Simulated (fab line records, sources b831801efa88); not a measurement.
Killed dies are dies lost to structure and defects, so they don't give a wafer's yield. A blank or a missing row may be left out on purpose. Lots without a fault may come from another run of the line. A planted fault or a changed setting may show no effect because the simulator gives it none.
Chamber matching | flow gf180mcu | GF_V5_CVD_00 on hdpcvd-01: 3 sister chambers
The step deposits SiO2, target thk 300 nm, time 50 s. 6 wafers are shown with their chamber, then 7 later ones without.

WAFERS WITH THEIR CHAMBER
wafer  | chamber | sih4_flow_sccm (sccm)
L182.5 | 1       | 59.88
L183.1 | 1       | 60.01
L183.3 | 0       | 59.99
L183.4 | 0       | 60.01
L187.2 | 2       | 59.97
L187.4 | 2       | 59.66

WAFERS WITHOUT THEIR CHAMBER
wafer  | sih4_flow_sccm (sccm)
L187.6 | 60.10
L195.1 | 60.04
L195.4 | 59.90
L195.5 | 60.11
L197.2 | 59.90
L197.4 | 60.10
L197.5 | 60.16

WHICH CHAMBER EACH WENT THROUGH
wafer  | from the rows above          | in truth
L187.6 | can't be placed: 0 or 1 or 2 | 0
L195.1 | can't be placed: 0 or 1 or 2 | 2
L195.4 | can't be placed: 1 or 2 or 0 | 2
L195.5 | can't be placed: 0 or 1 or 2 | 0
L197.2 | can't be placed: 1 or 2 or 0 | 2
L197.4 | can't be placed: 0 or 1 or 2 | 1
L197.5 | can't be placed: 0 or 1 or 2 | 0
Placed correctly: 0 of 7. Can't be placed from these rows: 7 (the true chamber is among the candidates in 7). Placed wrongly: 0.
How it was worked out, from the rows above alone: a wafer's distance from a chamber is the root of the sum, over the readings, of the square of ((its reading less the chamber's mean) divided by the reading's scatter). The wafer belongs to the nearest chamber; if the next one is less than 2 further off, it can't be placed. A chamber's mean is the mean of its shown wafers. The scatter: the root of (the sum of the squares of (reading less its chamber's mean) over the shown wafers, divided by (wafers less chambers)).
